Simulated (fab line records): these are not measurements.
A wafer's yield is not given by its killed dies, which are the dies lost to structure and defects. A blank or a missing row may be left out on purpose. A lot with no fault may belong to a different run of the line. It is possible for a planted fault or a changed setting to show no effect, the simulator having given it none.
Matching of chambers / flow sky130 / SKY_CONTACT_ETCH_17 on rieDiel-03: 4 sister chambers
The step etches SiO2 in C4F8/O2/Ar, stops on Si3N4, target depth 340 nm. 14 wafers are shown with their chamber, then 7 later ones without.

## EACH WAFER AND ITS CHAMBER
wafer=L074.1; chamber=2; biasW (W)=1200; oesProductAu (a.u.)=0.890
wafer=L074.2; chamber=1; biasW (W)=1201; oesProductAu (a.u.)=0.898
wafer=L074.6; chamber=3; biasW (W)=1197; oesProductAu (a.u.)=0.889
wafer=L079.1; chamber=2; biasW (W)=1203; oesProductAu (a.u.)=0.898
wafer=L079.2; chamber=3; biasW (W)=1196; oesProductAu (a.u.)=0.888
wafer=L079.3; chamber=1; biasW (W)=1195; oesProductAu (a.u.)=0.888
wafer=L082.4; chamber=0; biasW (W)=1199; oesProductAu (a.u.)=0.894
wafer=L082.5; chamber=1; biasW (W)=1194; oesProductAu (a.u.)=0.897
wafer=L082.6; chamber=2; biasW (W)=1200; oesProductAu (a.u.)=0.891
wafer=L083.2; chamber=3; biasW (W)=1201; oesProductAu (a.u.)=0.896
wafer=L083.3; chamber=0; biasW (W)=1200; oesProductAu (a.u.)=0.895
wafer=L083.4; chamber=2; biasW (W)=1198; oesProductAu (a.u.)=0.892
wafer=L085.1; chamber=0; biasW (W)=1199; oesProductAu (a.u.)=0.890
wafer=L085.3; chamber=1; biasW (W)=1198; oesProductAu (a.u.)=0.892

SIGNATURES (averages over the wafers above)
reading=biasW; chamber 0=1199.33; chamber 1=1197.00; chamber 2=1200.25; chamber 3=1198.00; scatter within a chamber=2.4
reading=oesProductAu; chamber 0=0.89300; chamber 1=0.89375; chamber 2=0.89275; chamber 3=0.89100; scatter within a chamber=0.00394
Rule: a wafer's distance from a chamber is the root of the sum, over the readings, of the square of ((its reading less the chamber's mean) divided by the reading's scatter). If the next closest chamber is less than 2 further off than the closest, the wafer can't be placed; otherwise it belongs to the closest. How the scatter is found: for the shown wafers, subtract from each reading the mean of its chamber, square and add these, divide the total by (wafers less chambers), then take the root.

## WAFERS WHOSE CHAMBER IS MISSING
wafer=L085.6; biasW (W)=1204; oesProductAu (a.u.)=0.893
wafer=L088.2; biasW (W)=1201; oesProductAu (a.u.)=0.886
wafer=L088.4; biasW (W)=1201; oesProductAu (a.u.)=0.892
wafer=L088.5; biasW (W)=1200; oesProductAu (a.u.)=0.888
wafer=L090.4; biasW (W)=1198; oesProductAu (a.u.)=0.900
wafer=L090.5; biasW (W)=1203; oesProductAu (a.u.)=0.893
wafer=L090.6; biasW (W)=1197; oesProductAu (a.u.)=0.902

## WHICH CHAMBER EACH ONE RAN IN
wafer=L085.6; from the rows above=can't be placed: 2 or 0 or 3 or 1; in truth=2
wafer=L088.2; from the rows above=can't be placed: 2 or 3 or 0 or 1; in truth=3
wafer=L088.4; from the rows above=can't be placed: 2 or 0 or 3 or 1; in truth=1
wafer=L088.5; from the rows above=can't be placed: 3 or 2 or 0 or 1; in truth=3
wafer=L090.4; from the rows above=can't be placed: 1 or 0 or 2 or 3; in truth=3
wafer=L090.5; from the rows above=can't be placed: 2 or 0 or 3 or 1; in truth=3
wafer=L090.6; from the rows above=can't be placed: 1 or 0 or 2 or 3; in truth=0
Placed correctly: 0 of 7. These rows do not allow placing 7 (true chamber among the candidates in 7). Number placed wrongly: 0.
